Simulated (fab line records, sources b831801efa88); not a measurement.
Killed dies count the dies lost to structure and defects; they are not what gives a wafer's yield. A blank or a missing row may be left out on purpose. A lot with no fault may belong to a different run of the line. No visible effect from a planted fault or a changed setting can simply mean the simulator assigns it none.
Chamber matching    flow gf180mcu    4 sister chambers for GF_POLY_GATE_ETCH_13 on rieSi-01
The step etches poly-Si in HBr/Cl2, stops on SiO2, target depth 198.5 nm, time 69.6 s. 8 wafers are shown with their chamber, then 8 later ones without.

## WAFERS PAIRED WITH THEIR CHAMBERS
wafer   chamber  drypumpMotorCurrentA (A)  oesProductAu (a.u.)
L975.3  1        5.9                       0.993
L978.3  1        5.9                       0.992
L981.2  3        5.8                       0.978
L981.6  0        5.8                       0.988
L982.4  2        5.9                       0.991
L982.5  3        5.8                       0.985
L982.6  2        5.9                       0.979
L984.3  0        5.9                       0.994

## WAFERS WHOSE CHAMBER IS MISSING
wafer   drypumpMotorCurrentA (A)  oesProductAu (a.u.)
L984.5  5.8                       1.000
L984.6  5.8                       0.971
L986.1  5.9                       0.982
L986.4  5.8                       0.989
L986.6  5.9                       0.987
L987.1  5.9                       0.999
L987.2  5.9                       0.986
L987.6  5.8                       0.993

## WHICH CHAMBER EACH ONE RAN IN
wafer   from the rows above                in truth
L984.5  can't be placed: 0 or 1 or 3 or 2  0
L984.6  can't be placed: 3 or 2            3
L986.1  can't be placed: 2 or 1 or 0       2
L986.4  can't be placed: 3 or 0 or 1 or 2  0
L986.6  can't be placed: 2 or 1 or 0       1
L987.1  can't be placed: 1 or 0 or 2       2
L987.2  can't be placed: 2 or 1 or 0       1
L987.6  can't be placed: 0 or 3 or 1 or 2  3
Placed correctly: 0 of 8. Not placeable from these rows: 8 (in 8, the candidates include the true chamber). 0 placed wrongly.
How it was worked out, from the rows above alone: a wafer's distance from a chamber is the root of the sum, over the readings, of the square of ((its reading less the chamber's mean) divided by the reading's scatter). The wafer belongs to the nearest chamber; if the next one is less than 2 further off, it can't be placed. A chamber's mean is the mean of its shown wafers. The scatter is the square root of a quotient: the sum, over the shown wafers, of each reading's squared deviation from its chamber's mean, divided by wafers minus chambers.
